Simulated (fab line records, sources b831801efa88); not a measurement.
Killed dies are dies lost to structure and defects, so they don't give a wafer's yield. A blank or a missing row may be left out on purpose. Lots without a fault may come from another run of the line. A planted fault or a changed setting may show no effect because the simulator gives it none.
One fault seen from 2 desks | flow sky130 | each desk has only its own numbers; what lay behind them comes last

THE TOOL OWNER'S DESK: implanter-04
The tool's own readings at SKY_LDD_LDN_IMPLANT_08: means of the sampled wafers that have a number, for each lot that ran on this tool. A lot is out of limits, marked OUT, if its mean lies more than 4 standard deviations from the usual mean; the brackets give that distance.
Columns: A = beam_energy_keV at SKY_LDD_LDN_IMPLANT_08, usual 14.999; B = dose_ions_cm2 at SKY_LDD_LDN_IMPLANT_08, usual 1.2503e+13
lot  | first seen here | A                        | B
L115 | day 25 06:43    | 14.997                   | 1.2500e+13
L120 | day 26 12:50    | 14.595 (-99 or more) OUT | 1.2505e+13
L124 | day 27 11:19    | 14.592 (-99 or more) OUT | 1.2503e+13
This desk's finding: out of limits on L120, L124; first on L120, day 26 12:50 (beam_energy_keV at SKY_LDD_LDN_IMPLANT_08). In limits: L115.

THE METROLOGY DESK
What the gauges read, lot by lot, whatever tool the lot ran on: means of the sampled wafers that have a number. A lot is out of limits, marked OUT, if its mean lies more than 4 standard deviations from the usual mean; the brackets give that distance.
Columns: A = LDD_HVP_OVL at SKY_LDD_HVP_OVL_MEAS_07, usual -0.2 nm; B = LDD_HVP_TW at SKY_LDD_HVP_TW_MEAS_10, usual 449; C = LDD_LDN_OVL at SKY_LDD_LDN_OVL_MEAS_07, usual 0.7 nm
lot  | first seen here | A    | B   | C
L115 | day 24 01:21    | 0.3  | 442 | -0.6
L120 | day 25 08:15    | 0.4  | 446 | 1.0
L124 | day 26 06:18    | -1.1 | 446 | 1.6
L129 | day 28 11:51    | 0.6  | 442 | 1.1
L132 | day 29 08:27    | -0.4 | 450 | 0.2
L133 | day 29 11:33    | -1.1 | 445 | 1.3
This desk's finding: nothing out of limits on any of the 6 lots.

PUT TOGETHER
The tool owner's desk could have raised an alarm at day 26 12:50, on L120, L124.
The metrology desk saw nothing out of limits.
The metrology desk has L120, L124 on record, within its limits.
Of the lots named, all ran SKY_LDD_LDN_IMPLANT_08 on implanter-04.

WHAT THE SIMULATOR HAD PUT IN
Process parameter drift: implanter-04, from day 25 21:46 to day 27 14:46, at SKY_LDD_LDN_IMPLANT_08. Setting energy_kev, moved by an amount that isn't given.
Lots struck among those shown: L120, L124.
Hours from the fault's start to each desk's first reading out of limits: the tool owner's desk, 15.
